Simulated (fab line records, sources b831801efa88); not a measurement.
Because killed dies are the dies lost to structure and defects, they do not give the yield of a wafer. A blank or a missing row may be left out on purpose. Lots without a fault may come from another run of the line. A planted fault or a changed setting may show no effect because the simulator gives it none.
fab line records	flow sky130	part 1 of 2: steps 1 to 25 of 35
record: lots: 5	wafers: 15	lastDay: 49
route steps=708 shown CAP2M@615 METAL4@621 VIA4@639
lots with no fault: from the same line, run without faults
startH: start of the lot's first displayed wafer, in hours after the record's first day	waitH: hours from the lot's prior step to this one	" unchanged from the row above	L1.1+2: a row that stands for several wafers	- no value, or no start given	* or withheld: withheld	< > ~ a bound
route shown NAME@n: a module of which the file shows steps, and the number in the route of the first	usual: mean and standard deviation over wafers with no fault	same: alike in all rows	chamber/n: place in a boat	sites: readings site by site	_std_site: standard deviation across them	_edge_site: the outer-site mean with the inner-site mean subtracted	radiusMm: for every site, how far away it sits from the centre of the wafer	mask NAME#n: copy n	behind: the tool/chamber that last shaped the wafer	hold: why the lot was held/for how many hours/how that ended	device: transistor that didn't switch, given as n, p or np	end of line: the route-end tests of the same wafers	where a step has no rows: the recipe by itself	killed: not the wafer's yield, but the dies lost to structure and defects at the first sort	map: the dies of a wafer, with x for killed, . for not killed, _ for no die there
set.NAME: the setting as run; set.NAME@STEP: as run at that earlier step	model.NAME: the simulator's own value behind a step, which no gauge read
lots seen at some steps along the route; tables by step, rows by wafer
services: a tool's chamber out of use, with start hour (startH, from the record's first day; less than 0 if before it), hours out, and reason
== steps ==
step: SKY_CAP2M_OVL_MEAS_12
usual: CAP2M_OVL: 0.0/1.6
lot.wafer	tool	chamber	startH	waitH	CAP2M_OVL[nm]
L080.2	overlay-02	-	1003.47	0.1	-0.4
L080.3	"	-	"	"	-1.1
L080.6	"	-	"	"	-1.1
L084.3	overlay-02	-	1022.92	0.1	0.5
L084.4	"	-	"	"	0.9
L084.6	"	-	"	"	0.5
L085.4	overlay-01	-	1025.53	0.1	0.2
L085.5	"	-	"	"	1.2
L085.6	"	-	"	"	1.5
L090.1	overlay-02	-	1063.26	0.1	-1.1
L090.3	"	-	"	"	-1.3
L090.5	"	-	"	"	-0.3
L093.1	overlay-02	-	1079.46	0.1	1.2
L093.4	"	-	"	"	-2.3
L093.6	"	-	"	"	-0.7
step: SKY_CAP2M_METAL_ETCH_13
recipe: targetDepthNm: 220	stopOn: SiO2	chemistry: Cl2/BCl3	target: TiN	pressureMtorr: 10	icpW: 900	biasW: 48.5	Cl2_flow_sccm: 60	bcl3FlowSccm: 30	timeS: 62.9
usual: drypumpMotorCurrentA: 5.7/0.57	oesProductAu: 0.942/0.0066	throttleValvePct: 21.900/0.0095
lot.wafer	tool	chamber	startH	waitH	drypumpMotorCurrentA	oesProductAu	rfHoursCounterH	throttleValvePct
L080.2	rieMetal-04	1	1003.50	0.0	6.0	0.947	14	21.898
L080.3	"	0	"	"	6.0	0.934	-	21.913
L080.6	"	1	"	"	6.0	0.946	-	21.901
L084.3	rieMetal-03	0	1022.97	0.0	5.6	0.937	-	21.912
L084.4	"	1	"	"	4.7	0.937	-	21.888
L084.6	"	1	"	"	4.7	0.928	-	21.894
L085.4	rieMetal-03	0	1025.57	0.0	5.6	0.945	-	21.882
L085.5	"	0	"	"	5.6	0.939	-	21.922
L085.6	"	1	"	"	4.7	0.950	-	21.880
L090.1	rieMetal-03	1	1063.30	0.0	4.7	0.934	16	21.899
L090.3	"	1	"	"	4.7	0.939	-	21.911
L090.5	"	0	"	"	5.6	0.933	-	21.906
L093.1	rieMetal-03	0	1079.50	0.0	5.6	0.936	15	21.883
L093.4	"	1	"	"	4.7	0.943	-	21.900
L093.6	"	1	"	"	4.7	0.950	-	21.892
step: SKY_CAP2M_STRIP_14
recipe: chemistry: O2/N2	powerW: 1400	pressureMtorr: 1500	platenTempC: withheld	o2FlowSccm: 3000	n2FlowSccm: 300	overashFraction: 0.5
usual: drypumpMotorCurrentA: 5.7/0.44	oesProductAu: 0.710/0.0044	stripTimeToEndpointS: 12.67/0.062
lot.wafer	tool	chamber	startH	waitH	drypumpMotorCurrentA	oesProductAu	rfHoursCounterH	stripTimeToEndpointS
L080.2	plasmaAsher-04	0	1003.58	0.1	6.3	0.711	118	12.75
L080.3	"	0	"	"	6.3	0.710	-	12.80
L080.6	"	0	"	"	6.3	0.707	-	12.71
L084.3	plasmaAsher-03	1	1023.06	0.1	6.0	0.711	-	12.68
L084.4	"	0	"	"	6.0	0.716	-	12.70
L084.6	"	0	"	"	6.0	0.710	-	12.71
L085.4	plasmaAsher-04	1	1025.66	0.1	5.2	0.719	-	12.58
L085.5	"	0	"	"	6.2	0.714	-	12.62
L085.6	"	1	"	"	5.2	0.716	-	12.62
L090.1	plasmaAsher-02	0	1063.44	0.1	5.2	0.705	61	12.69
L090.3	"	0	"	"	5.2	0.713	-	12.70
L090.5	"	1	"	"	5.5	0.707	-	12.71
L093.1	plasmaAsher-02	0	1079.58	0.1	5.2	0.715	62	12.73
L093.4	"	0	"	"	5.2	0.703	-	12.75
L093.6	"	0	"	"	5.2	0.713	-	12.73
step: SKY_CAP2M_STRIP_15
recipe: chemistry: postEtchResidueRemover	timeS: 1200	tempC: 72.5
lot.wafer	tool	chamber	startH	waitH
L080.2+3+6	wetBench-02	0	1003.68	0.1
L084.3+4+6	wetBench-02	0	1023.13	0.0
L085.4+5+6	wetBench-03	1	1025.73	0.0
L090.1+3+5	wetBench-02	0	1063.54	0.1
L093.1+4+6	wetBench-02	1	1079.68	0.1
step: SKY_CAP2M_CLEAN_16
recipe: chemistry: IPA	timeS: 180	tempC: 25
lot.wafer	tool	chamber	startH	waitH
L080.2+3+6	wetBench-03	1	1004.02	0.0
L084.3+4+6	wetBench-03	0	1023.50	0.0
L085.4+5+6	wetBench-02	0	1026.07	0.0
L090.1+3+5	wetBench-03	1	1063.89	0.0
L093.1+4+6	wetBench-03	2	1080.02	0.0
step: SKY_CAP2M_CLEAN_17
recipe: chemistry: O3/DIW	dry: n2Spin
lot.wafer	tool	chamber	startH	waitH
L080.2+3+6	wetBench-02	3	1004.08	0.0
L084.3+4+6	wetBench-02	3	1023.56	0.0
L085.4+5+6	wetBench-04	3	1026.13	0.0
L090.1+3+5	wetBench-02	1	1063.95	0.0
L093.1+4+6	wetBench-02	1	1080.08	0.0
step: SKY_METAL4_DEHYDRATE_05
recipe: tempC: 200	timeS: 60
usual: chillPlateTempC: 22.99/0.099
lot.wafer	tool	chamber	startH	waitH	chillPlateTempC
L080.2	lithoTrack-04	0	1013.86	9.7	23.12
L080.3	"	0	"	"	23.03
L080.6	"	0	"	"	23.00
L084.3	lithoTrack-04	0	1033.99	10.3	22.99
L084.4	"	0	"	"	23.05
L084.6	"	0	"	"	22.94
L085.4	lithoTrack-02	0	1035.99	9.8	22.97
L085.5	"	0	"	"	23.09
L085.6	"	0	"	"	23.10
L090.1	lithoTrack-04	0	1074.34	10.3	23.07
L090.3	"	0	"	"	22.97
L090.5	"	0	"	"	23.08
L093.1	lithoTrack-01	0	1088.84	8.7	22.95
L093.4	"	0	"	"	22.98
L093.6	"	0	"	"	23.03
step: SKY_METAL4_HMDS_06
recipe: primeTimeS: 60	primeTempC: 120
usual: chillPlateTempC: 23.02/0.1	primeTempC: 120.00/0.13
lot.wafer	tool	chamber	startH	waitH	chillPlateTempC	primeTempC
L080.2	lithoTrack-04	0	1014.01	0.1	22.97	119.92
L080.3	"	0	"	"	23.11	120.03
L080.6	"	0	"	"	23.05	120.07
L084.3	lithoTrack-04	0	1034.14	0.1	22.88	119.90
L084.4	"	0	"	"	22.86	120.10
L084.6	"	0	"	"	22.85	120.06
L085.4	lithoTrack-02	0	1036.14	0.1	23.15	119.78
L085.5	"	0	"	"	23.09	119.98
L085.6	"	0	"	"	23.15	119.91
L090.1	lithoTrack-04	0	1074.49	0.1	23.00	120.32
L090.3	"	0	"	"	23.11	120.15
L090.5	"	0	"	"	23.04	120.23
L093.1	lithoTrack-01	0	1088.99	0.1	22.97	120.05
L093.4	"	0	"	"	23.06	120.00
L093.6	"	0	"	"	22.98	120.01
step: SKY_METAL4_COAT_07
recipe: resist: BARC	tempC: withheld	timeS: withheld	spinRpm: 3000	resistThkNm: 60
usual: chillPlateTempC: *	dispensePressureKPa: 50/3.5	spinSpeedRpm: 3000.4/1.8
lot.wafer	tool	chamber	startH	waitH	chillPlateTempC	dispensePressureKPa	spinSpeedRpm
L080.2	lithoTrack-04	0	1014.16	0.1	*	54	3000.1
L080.3	"	0	"	"	*	54	2998.9
L080.6	"	0	"	"	*	54	3001.6
L084.3	lithoTrack-04	0	1034.29	0.1	*	54	3002.5
L084.4	"	0	"	"	*	54	3000.5
L084.6	"	0	"	"	*	54	3001.5
L085.4	lithoTrack-02	0	1036.29	0.1	*	46	2999.7
L085.5	"	0	"	"	*	46	3003.3
L085.6	"	0	"	"	*	46	2997.4
L090.1	lithoTrack-04	0	1074.64	0.1	*	54	3001.9
L090.3	"	0	"	"	*	54	3001.0
L090.5	"	0	"	"	*	54	2999.3
L093.1	lithoTrack-01	0	1089.14	0.1	*	49	2999.4
L093.4	"	0	"	"	*	49	3000.5
L093.6	"	0	"	"	*	49	2995.5
step: SKY_METAL4_COAT_08
recipe: resist: KrF-thick	spinRpm: 3000	resistThkNm: 1140
usual: chillPlateTempC: 22.98/0.11	dispensePressureKPa: 50/3.5	spinSpeedRpm: 3000.1/1.8
lot.wafer	tool	chamber	startH	waitH	chillPlateTempC	dispensePressureKPa	spinSpeedRpm
L080.2	lithoTrack-04	0	-	-	22.80	54	2998.2
L080.3	"	0	"	"	22.97	54	3000.3
L080.6	"	0	"	"	22.90	54	3001.3
L084.3	lithoTrack-04	0	-	-	22.95	54	2999.5
L084.4	"	0	"	"	22.90	54	3000.2
L084.6	"	0	"	"	23.12	54	3002.1
L085.4	lithoTrack-02	0	-	-	22.83	46	2997.7
L085.5	"	0	"	"	22.87	46	2999.6
L085.6	"	0	"	"	22.74	46	3000.6
L090.1	lithoTrack-04	0	-	-	23.15	54	3001.1
L090.3	"	0	"	"	22.91	54	3001.2
L090.5	"	0	"	"	23.09	54	3003.1
L093.1	lithoTrack-01	0	-	-	23.09	49	2997.1
L093.4	"	0	"	"	23.01	49	2998.4
L093.6	"	0	"	"	23.05	49	2999.7
step: SKY_METAL4_SOFTBAKE_09
recipe: tempC: 100	timeS: 90	resist: KrF-thick
usual: chillPlateTempC: 23.01/0.1
lot.wafer	tool	chamber	startH	waitH	chillPlateTempC
L080.2	lithoTrack-04	0	-	-	23.02
L080.3	"	0	"	"	23.01
L080.6	"	0	"	"	23.02
L084.3	lithoTrack-04	0	-	-	22.99
L084.4	"	0	"	"	22.92
L084.6	"	0	"	"	23.11
L085.4	lithoTrack-02	0	-	-	22.87
L085.5	"	0	"	"	23.01
L085.6	"	0	"	"	23.08
L090.1	lithoTrack-04	0	-	-	22.93
L090.3	"	0	"	"	22.87
L090.5	"	0	"	"	23.20
L093.1	lithoTrack-01	0	-	-	22.98
L093.4	"	0	"	"	22.88
L093.6	"	0	"	"	23.04
step: SKY_METAL4_EXPOSE_10
recipe: maskId: MM4	na: 0.68	sourceShape: annular	sigmaInner: 0.4	sigmaOuter: 0.8	targetCdNm: 300	doseMj: 28
lot.wafer	tool	chamber	startH	waitH	mask
L080.2+3+6	krfScanner-01	0	-	-	MM4#0
L084.3+4+6	krfScanner-02	0	-	-	MM4#0
L085.4+5+6	krfScanner-01	0	-	-	MM4#0
L090.1+3+5	krfScanner-01	0	-	-	MM4#0
L093.1+4+6	krfScanner-02	0	-	-	MM4#0
step: SKY_METAL4_PEB_11
recipe: pebTempC: withheld	pebTimeS: withheld	resist: KrF-thick
usual: chillPlateTempC: *
lot.wafer	tool	chamber	startH	waitH	chillPlateTempC
L080.2	lithoTrack-01	0	-	-	*
L080.3	"	0	"	"	*
L080.6	"	0	"	"	*
L084.3	lithoTrack-04	0	-	-	*
L084.4	"	0	"	"	*
L084.6	"	0	"	"	*
L085.4	lithoTrack-01	0	-	-	*
L085.5	"	0	"	"	*
L085.6	"	0	"	"	*
L090.1	lithoTrack-01	0	-	-	*
L090.3	"	0	"	"	*
L090.5	"	0	"	"	*
L093.1	lithoTrack-04	0	-	-	*
L093.4	"	0	"	"	*
L093.6	"	0	"	"	*
step: SKY_METAL4_DEVELOP_12
recipe: developTimeS: 60	resist: KrF-thick	devTempC: 21
usual: chillPlateTempC: 22.99/0.12
lot.wafer	tool	chamber	startH	waitH	chillPlateTempC
L080.2	lithoTrack-01	0	-	-	23.14
L080.3	"	0	"	"	23.03
L080.6	"	0	"	"	23.06
L084.3	lithoTrack-04	0	-	-	22.90
L084.4	"	0	"	"	22.84
L084.6	"	0	"	"	23.10
L085.4	lithoTrack-01	0	-	-	23.21
L085.5	"	0	"	"	23.18
L085.6	"	0	"	"	23.10
L090.1	lithoTrack-01	0	-	-	22.93
L090.3	"	0	"	"	22.85
L090.5	"	0	"	"	22.96
L093.1	lithoTrack-04	0	-	-	22.94
L093.4	"	0	"	"	22.96
L093.6	"	0	"	"	23.00
step: SKY_METAL4_CD_MEAS_13
recipe: targetCdNm: 300
usual: cdNm: 299.9/1.5
lot.wafer	tool	chamber	startH	waitH	cdNm
L080.2	cdSem-02	-	1026.46	-	297.4
L080.3	"	-	"	"	301.2
L080.6	"	-	"	"	297.8
L084.3	cdSem-02	-	1045.78	-	301.4
L084.4	"	-	"	"	300.4
L084.6	"	-	"	"	300.3
L085.4	cdSem-01	-	1048.20	-	294.3
L085.5	"	-	"	"	296.5
L085.6	"	-	"	"	297.0
L090.1	cdSem-01	-	1084.99	-	300.5
L090.3	"	-	"	"	299.7
L090.5	"	-	"	"	299.8
L093.1	cdSem-01	-	1100.34	-	299.3
L093.4	"	-	"	"	298.5
L093.6	"	-	"	"	298.4
step: SKY_METAL4_OVL_MEAS_14
usual: METAL4_OVL: -1/6.1
lot.wafer	tool	chamber	startH	waitH	METAL4_OVL[nm]
L080.2	overlay-01	-	1026.57	0.1	-1
L080.3	"	-	"	"	-2
L080.6	"	-	"	"	-8
L084.3	overlay-01	-	1045.87	0.1	7
L084.4	"	-	"	"	8
L084.6	"	-	"	"	5
L085.4	overlay-01	-	1048.28	0.1	-8
L085.5	"	-	"	"	0
L085.6	"	-	"	"	-8
L090.1	overlay-01	-	1085.11	0.1	-4
L090.3	"	-	"	"	-4
L090.5	"	-	"	"	-9
L093.1	overlay-01	-	1100.46	0.1	5
L093.4	"	-	"	"	2
L093.6	"	-	"	"	6
step: SKY_METAL4_DESCUM_15
recipe: chemistry: O2	sourcePowerW: 150	biasPowerW: 0	pressureMtorr: 10	tempC: 40	timeS: 8
usual: drypumpMotorCurrentA: 5.9/0.5	oesProductAu: 0.999/0.009
lot.wafer	tool	chamber	startH	waitH	drypumpMotorCurrentA	oesProductAu	rfHoursCounterH
L080.2	rieMetal-01	1	1026.60	0.0	5.2	0.998	8
L080.3	"	1	"	"	5.2	0.995	-
L080.6	"	1	"	"	5.2	0.991	-
L084.3	rieMetal-04	1	1045.90	0.0	6.0	0.996	-
L084.4	"	0	"	"	6.0	0.997	-
L084.6	"	1	"	"	6.0	1.004	-
L085.4	rieMetal-04	1	1048.31	0.0	6.0	1.012	-
L085.5	"	1	"	"	6.0	1.024	-
L085.6	"	0	"	"	6.0	0.997	-
L090.1	rieMetal-04	1	1085.15	0.0	6.0	1.003	20
L090.3	"	0	"	"	6.0	0.983	-
L090.5	"	0	"	"	6.0	0.981	-
L093.1	rieMetal-04	1	1100.49	0.0	6.0	0.999	21
L093.4	"	1	"	"	6.0	1.008	-
L093.6	"	0	"	"	6.1	0.992	-
step: SKY_METAL4_ETCH_16
recipe: chemistry: N2/H2	target: BARC	ionEnergyEv: 200	biasW: 100	pressureMtorr: 30	n2FlowSccm: 100	h2FlowSccm: 200	icpW: 500	stopOn: SiO2	timeS: 88.2	targetDepthA: 600
usual: drypumpMotorCurrentA: 6.0/0.5	oesProductAu: 0.626/0.0048	throttleValvePct: 13.204/0.0086
lot.wafer	tool	chamber	startH	waitH	drypumpMotorCurrentA	oesProductAu	rfHoursCounterH	throttleValvePct
L080.2	rieMetal-01	1	1026.63	0.0	5.2	0.618	8	13.203
L080.3	"	1	"	"	5.2	0.624	-	13.194
L080.6	"	1	"	"	5.2	0.622	-	13.199
L084.3	rieMetal-04	1	1045.96	0.0	6.0	0.628	-	13.202
L084.4	"	0	"	"	6.0	0.626	-	13.220
L084.6	"	1	"	"	6.0	0.632	-	13.207
L085.4	rieMetal-04	1	1048.36	0.0	6.0	0.625	-	13.205
L085.5	"	1	"	"	6.0	0.627	-	13.211
L085.6	"	0	"	"	6.0	0.631	-	13.192
L090.1	rieMetal-04	1	1085.18	0.0	6.0	0.622	20	13.210
L090.3	"	0	"	"	6.0	0.624	-	13.195
L090.5	"	0	"	"	6.0	0.623	-	13.199
L093.1	rieMetal-04	1	1100.53	0.0	6.0	0.627	21	13.210
L093.4	"	1	"	"	6.0	0.637	-	13.202
L093.6	"	0	"	"	6.0	0.631	-	13.195
step: SKY_METAL4_ETCH_17
recipe: target: SiO2	stopOn: TiN	chemistry: C4F8/O2/Ar	sourceW: 1500	biasW: 1200	pressureMtorr: 40	c4f8FlowSccm: withheld	O2_flow_sccm: 6	Ar_flow_sccm: 300	timeS: 3.9	targetDepthA: 150
usual: oesProductAu: 0.754/0.0067
lot.wafer	tool	chamber	startH	waitH	oesProductAu	rfHoursCounterH
L080.2	rieDiel-02	3	1026.73	0.1	0.756	13
L080.3	"	2	"	"	0.749	10
L080.6	"	1	"	"	0.758	-
L084.3	rieDiel-01	3	1046.02	0.0	0.761	12
L084.4	"	2	"	"	0.764	-
L084.6	"	1	"	"	0.752	-
L085.4	rieDiel-01	1	1048.44	0.0	0.756	-
L085.5	"	3	"	"	0.763	-
L085.6	"	2	"	"	0.754	-
L090.1	rieDiel-04	0	1085.28	0.1	0.743	7
L090.3	"	3	"	"	0.737	9
L090.5	"	0	"	"	0.752	-
L093.1	rieDiel-01	3	1100.62	0.1	0.754	14
L093.4	"	1	"	"	0.770	26
L093.6	"	0	"	"	0.762	-
step: SKY_METAL4_METAL_ETCH_18
recipe: targetDepthA: 8450	stopOn: SiO2	overEtchFrac: 0.3	timeS: 183.1	chemistry: Cl2/BCl3	resistSidewallDeg: 88	pressureMtorr: 10	icpW: 900	biasW: 48.5	Cl2_flow_sccm: 60	bcl3FlowSccm: 30
usual: drypumpMotorCurrentA: 5.9/0.49	oesProductAu: 0.866/0.0065	throttleValvePct: 22.265/0.0087
lot.wafer	tool	chamber	startH	waitH	drypumpMotorCurrentA	oesProductAu	rfHoursCounterH	throttleValvePct
L080.2	rieMetal-04	1	1026.81	0.1	6.0	0.864	-	22.264
L080.3	"	1	"	"	6.0	0.853	-	22.271
L080.6	"	1	"	"	6.0	0.863	-	22.254
L084.3	rieMetal-01	0	1046.10	0.1	6.4	0.857	-	22.256
L084.4	"	1	"	"	5.2	0.864	-	22.263
L084.6	"	0	"	"	6.4	0.866	-	22.258
L085.4	rieMetal-02	1	1048.51	0.1	5.4	0.865	-	22.260
L085.5	"	0	"	"	6.6	0.877	-	22.281
L085.6	"	1	"	"	5.4	0.865	-	22.249
L090.1	rieMetal-01	1	1085.30	0.0	5.2	0.862	13	22.263
L090.3	"	1	"	"	5.2	0.852	-	22.260
L090.5	"	0	"	"	6.4	0.862	-	22.269
L093.1	rieMetal-02	1	1100.64	0.0	5.4	0.870	5	22.262
L093.4	"	1	"	"	5.5	0.867	-	22.266
L093.6	"	1	"	"	5.5	0.858	-	22.260
step: SKY_METAL4_STRIP_19
recipe: chemistry: O2/N2	powerW: 1400	pressureMtorr: 1500	platenTempC: withheld	o2FlowSccm: 3000	n2FlowSccm: 300	overashFraction: 0.5
usual: drypumpMotorCurrentA: 5.9/0.42	oesProductAu: 0.502/0.005	stripTimeToEndpointS: 6.54/0.069
lot.wafer	tool	chamber	startH	waitH	drypumpMotorCurrentA	oesProductAu	rfHoursCounterH	stripTimeToEndpointS
L080.2	plasmaAsher-02	1	1027.10	0.2	5.5	0.500	56	6.45
L080.3	"	0	"	"	5.2	0.504	-	6.43
L080.6	"	1	"	"	5.5	0.506	-	6.49
L084.3	plasmaAsher-01	1	1046.25	0.1	6.5	0.496	-	6.46
L084.4	"	0	"	"	5.7	0.501	-	6.56
L084.6	"	0	"	"	5.7	0.494	-	6.49
L085.4	plasmaAsher-02	1	1048.66	0.1	5.5	0.498	-	6.44
L085.5	"	0	"	"	5.2	0.501	-	6.54
L085.6	"	1	"	"	5.5	0.498	-	6.47
L090.1	plasmaAsher-03	0	1085.48	0.1	6.0	0.503	35	6.62
L090.3	"	1	"	"	6.0	0.510	-	6.63
L090.5	"	0	"	"	6.0	0.509	-	6.61
L093.1	plasmaAsher-03	1	1100.82	0.1	6.0	0.500	36	6.42
L093.4	"	1	"	"	6.0	0.501	-	6.51
L093.6	"	0	"	"	6.0	0.504	-	6.52
step: SKY_METAL4_STRIP_20
recipe: chemistry: postEtchResidueRemover	timeS: 1200	tempC: 72.5
lot.wafer	tool	chamber	startH	waitH
L080.2+3+6	wetBench-04	0	1027.20	0.1
L084.3+4+6	wetBench-04	2	1046.32	0.0
L085.4+5+6	wetBench-01	1	1048.73	0.0
L090.1+3+5	wetBench-02	1	1085.58	0.1
L093.1+4+6	wetBench-02	1	1100.92	0.1
step: SKY_METAL4_CLEAN_21
recipe: chemistry: IPA	timeS: 180	tempC: 25
lot.wafer	tool	chamber	startH	waitH
L080.2+3+6	wetBench-02	1	1027.54	0.0
L084.3+4+6	wetBench-01	2	1046.66	0.0
L085.4+5+6	wetBench-01	0	1049.07	0.0
L090.1+3+5	wetBench-02	2	1085.92	0.0
L093.1+4+6	wetBench-01	3	1101.26	0.0
step: SKY_METAL4_CLEAN_22
recipe: chemistry: O3/DIW	dry: n2Spin
lot.wafer	tool	chamber	startH	waitH
L080.2+3+6	wetBench-04	2	1027.61	0.0
L084.3+4+6	wetBench-04	2	1047.05	0.3
L085.4+5+6	wetBench-01	3	1049.13	0.0
L090.1+3+5	wetBench-04	1	1085.98	0.0
L093.1+4+6	wetBench-01	0	1101.32	0.0
step: SKY_VIA4_HDPCVD_00
recipe: material: SiO2	targetThkNm: 1750	sigmaOpenFrac: 0.3	timeS: 291.7	tempC: 400	sih4FlowSccm: 60	pressureMtorr: 6
lot.wafer	tool	chamber	startH	waitH
L080.2+3+6	hdpcvd-02	1,2,2	1027.70	0.0
L084.3+4+6	hdpcvd-01	2,0,2	1047.14	0.0
L085.4+5+6	hdpcvd-02	1,0,2	1049.31	0.1
L090.1+3+5	hdpcvd-01	1,2,2	1086.07	0.0
L093.1+4+6	hdpcvd-02	0,1,0	1101.41	0.0
